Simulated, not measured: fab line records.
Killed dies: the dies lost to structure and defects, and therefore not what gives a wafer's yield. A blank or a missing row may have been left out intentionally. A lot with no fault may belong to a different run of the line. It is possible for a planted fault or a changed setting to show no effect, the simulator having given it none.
Problem report, 8D (eight disciplines) form, completed by code + flow gf180mcu + the parts of the form that need people (team, actions taken, sign-off) are left out

1. PROBLEM STATEMENT
At GF_HV_LDD_STRIP_49, stripTimeToEndpointS averages 12.10 s over 3 wafers from 3 lots, while fault-free wafers read 12.65 s, standard deviation 0.036. That puts it -15 standard deviations away from the usual mean.
The step: strips in O2/N2.
First observed at day 14 14:16: wafer L143.1, on plasmaAsher-01. The record has a number at this step for 39 wafers belonging to 14 lots. The rule behind "out" and "out of limits": a value lying over 4 standard deviations away from the usual mean. Any other wafer with a number is counted as sound.

2. WHAT THIS IS AND IS NOT
| question                    | is                                             | is not                                                                                                                          |
|-----------------------------|------------------------------------------------|---------------------------------------------------------------------------------------------------------------------------------|
| which readings at this step | stripTimeToEndpointS                           | chamberPressureMTorr, drypumpMotorCurrentA, heaterPowerW, oesProductAu                                                          |
| which lots                  | L143, L146, L147                               | L136, L137, L148, L149, L150, L151, L154, L155, L156, L157, L158                                                                |
| which wafers of those lots  | L143.1, L146.5, L147.1                         | L143.4, L146.3, L147.3                                                                                                          |
| read on which tools         | plasmaAsher-01, plasmaAsher-03, plasmaAsher-04 | -                                                                                                                               |
| when                        | from day 14 14:16                              | up to then (7 sound wafers); but 29 sound wafers of L146, L147, L148, L149, L150, L151, L154, L155, L156, L157, L158 came after |

3. THE SUSPECTS, EACH WITH WHAT RULES IT OUT
Counting: if a tool at a process step up to the reading ran every lot that is out, it stays a suspect. Sound lots after the first of them don't rule it out here, since some wafers of a struck lot are sound.
- lithoTrack-02 at GF_HV_LDD_COAT_41 (resist thk 1000 nm): kept. Ran every lot that is out, first one L143 (day 14 03:31); last sound lot up to then L137 (day 12 08:19).
Left after counting: lithoTrack-02 at GF_HV_LDD_COAT_41.

4. THE CAUSE (what the simulator had put in)
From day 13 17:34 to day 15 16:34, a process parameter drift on lithoTrack-02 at GF_HV_LDD_COAT_41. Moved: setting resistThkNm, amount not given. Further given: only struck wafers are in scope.
After counting, this tool was the only one left.

5. SEQUENCE OF EFFECTS, ordered by route
Rows list readings where the struck wafers' mean (over those with a number) sits beyond 3 standard deviations from the usual. Readings are gone through only where the record gives a usual standard deviation; hours: the median, over the lots, of the time from a lot's start at the first step in this table giving one to that lot's start at this step; sigmas: the change measured in usual standard deviations.
| hours | step               | reading              | usual   | on struck wafers | change | sigmas |
|-------|--------------------|----------------------|---------|------------------|--------|--------|
| 0     | GF_HV_LDD_STRIP_49 | stripTimeToEndpointS | 12.65 s | 12.10            | -0.55  | -15    |
Here are the process steps it includes:
- GF_HV_LDD_STRIP_49: strips in O2/N2.
At these later measuring or inspecting steps, every struck wafer for which the step has a row has a number for every such reading, and none has moved that far: GF_HV_LDD_TW_MEAS_50.

6. WHAT WOULD HAVE CAUGHT IT SOONER
21 hours passed between the start of the fault at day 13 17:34 and the first reading out of limits in this record, taken at day 14 14:16.
An alarm limit of 4 standard deviations would not have fired on the tool readings at GF_HV_LDD_COAT_41 for which the record gives a usual standard deviation, since none of them was out on any struck wafer.
Lots out: 3; of these, L146, L147 started GF_HV_LDD_COAT_41 on lithoTrack-02 after day 14 14:16. A hold on the tool at that time would have spared those 2.
